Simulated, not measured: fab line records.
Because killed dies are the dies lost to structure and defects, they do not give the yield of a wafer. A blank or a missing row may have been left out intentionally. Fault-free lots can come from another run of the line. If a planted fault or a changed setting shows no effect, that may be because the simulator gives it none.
Matching of chambers    flow gf180mcu    3 sister chambers for GF_CONTACT_CMP_04 on cmp-01
The step polishes SiO2. 6 wafers are shown with their chamber, then 5 later ones without.

## EACH WAFER AND ITS CHAMBER
wafer   chamber  motor-current-A (A)  time-to-endpoint-s (s)
L619.3  3        10.3                 97
L619.6  0        12.4                 98
L620.3  0        12.1                 101
L620.5  2        11.2                 110
L620.6  3        10.4                 110
L623.1  2        11.1                 119

## WAFERS MISSING THEIR CHAMBER
wafer   motor-current-A (A)  time-to-endpoint-s (s)
L623.4  10.9                 112
L637.1  11.1                 115
L637.5  12.9                 115
L638.2  11.3                 104
L638.3  10.9                 106

## CHAMBER TAKEN BY EACH
wafer    from the rows above       in truth
L623.4   2                         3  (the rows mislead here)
L637.1   2                         2
L637.5   0                         0
L638.2   2                         2
L638.3   can't be placed: 2 or 3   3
Correctly placed: 3 of 5. Unplaceable from these rows: 1, with the true chamber sitting among the candidates in 1. Wrongly placed: 1.
How it was worked out, from the rows above alone: a wafer's distance from a chamber is the root of the sum, over the readings, of the square of ((its reading less the chamber's mean) divided by the reading's scatter). If the next closest chamber is less than 2 further off than the closest, the wafer can't be placed; otherwise it belongs to the closest. Each chamber's mean is taken over the wafers shown for it. The scatter: take each reading less its chamber's mean, square it, sum over the shown wafers, divide by the number of wafers less the number of chambers, and take the root.
